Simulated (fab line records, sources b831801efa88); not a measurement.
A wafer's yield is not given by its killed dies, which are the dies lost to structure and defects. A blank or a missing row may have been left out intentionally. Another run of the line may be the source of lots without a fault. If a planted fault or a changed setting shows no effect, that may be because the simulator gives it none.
Which tool did it? + flow sky130 + 13 lots with 38 wafers sampled at 2 steps, on a route of 708 steps

## WHAT EACH GAUGE READ, for each wafer
SKY_METAL1_CD_MEAS_15 targets a cd of 140 nm.
| lot  | measured     | on        | cd nm (nm)        |
|------|--------------|-----------|-------------------|
| L918 | day 32 09:33 | cd sem-01 | 139.5 138.3 140.6 |
| L919 | day 33 04:35 | cd sem-02 | 140.1 140.1 140.9 |
| L920 | day 33 06:29 | cd sem-01 | 139.6 140.5 140.1 |
| L921 | day 34 05:43 | cd sem-02 | 143.4 145.4 142.7 |
| L922 | day 34 09:46 | cd sem-01 | 140.8 142.1 139.5 |
| L924 | day 35 04:21 | cd sem-01 | 140.5 138.4 140.3 |
| L925 | day 35 05:37 | cd sem-01 | 142.3 141.3 141.4 |
| L923 | day 35 06:56 | cd sem-01 | 141.8 141.6 143.6 |
| L926 | day 35 17:49 | cd sem-01 | 139.2 139.8 141.0 |
| L934 | day 37 19:50 | cd sem-01 | 139.8 141.4       |
| L935 | day 38 05:45 | cd sem-01 | 141.5 141.3 142.6 |
| L939 | day 39 10:05 | cd sem-01 | 140.1 139.9 141.6 |
| L941 | day 39 20:36 | cd sem-01 | 141.2 139.7 139.2 |

SKY_VIA1_CD_MEAS_12 targets a cd of 150 nm.
| lot  | measured     | on        | cd nm (nm)        |
|------|--------------|-----------|-------------------|
| L918 | day 33 13:15 | cd sem-02 | 147.0 148.8 147.7 |
| L919 | day 34 08:32 | cd sem-01 | 148.3 150.4 149.4 |
| L920 | day 34 10:35 | cd sem-01 | 148.8 148.5 147.3 |
| L921 | day 35 10:37 | cd sem-02 | 148.8 149.9 147.6 |
| L922 | day 35 14:30 | cd sem-02 | 147.6 147.7 147.8 |
| L924 | day 36 09:08 | cd sem-02 | 148.0 151.1 148.9 |
| L925 | day 36 09:30 | cd sem-01 | 149.2 151.3 151.2 |
| L923 | day 36 10:58 | cd sem-01 | 153.0 152.2 152.2 |
| L926 | day 36 21:40 | cd sem-02 | 152.1 152.2 153.5 |
| L934 | day 38 22:55 | cd sem-02 | 150.3 149.9       |
| L935 | day 39 08:11 | cd sem-01 | 148.6 148.4 148.6 |
| L939 | day 40 12:14 | cd sem-01 | 149.5 149.0 147.7 |
| L941 | day 40 22:29 | cd sem-01 | 150.7 148.3 149.2 |

## EACH LOT AND THE TOOL THAT RAN IT (in order: tool; ch and the chambers of the sampled wafers; start)
Record: no process step prior to these readings.

## AS READ BY THE TOOLS THEMSELVES (means over the sampled wafers that have a number; for cases with no such wafer, the mark the record gives instead)
The record holds no such reading with a usual standard deviation.

## THE ANSWER, worked out from the rows above alone
Rule: the lots themselves supply what counts as usual. The widest of any qualifying gaps counts: lots, ordered by their means at a reading, are off when they make up no more than a third of the lots, leave a main group of 4 or more, and stand apart from it by 3 or more times the standard deviation of that group's means. Not used: any main group whose means are identical at the precision the tables above print for the reading. Also off: a lot with no number at a reading for which 4 or more lots have one. Any other lot the step has rows for is counted as sound. The gauges are gone through in route order, then the tools' own readings, and for those a lot's mean is taken as printed above. The first step at which some lot is off is used, and at that step the reading that is off furthest; a lot without a number counts as furthest.
No lot is off on any of the readings shown, so nothing can be concluded from this.

## WHAT THE SIMULATOR PUT IN
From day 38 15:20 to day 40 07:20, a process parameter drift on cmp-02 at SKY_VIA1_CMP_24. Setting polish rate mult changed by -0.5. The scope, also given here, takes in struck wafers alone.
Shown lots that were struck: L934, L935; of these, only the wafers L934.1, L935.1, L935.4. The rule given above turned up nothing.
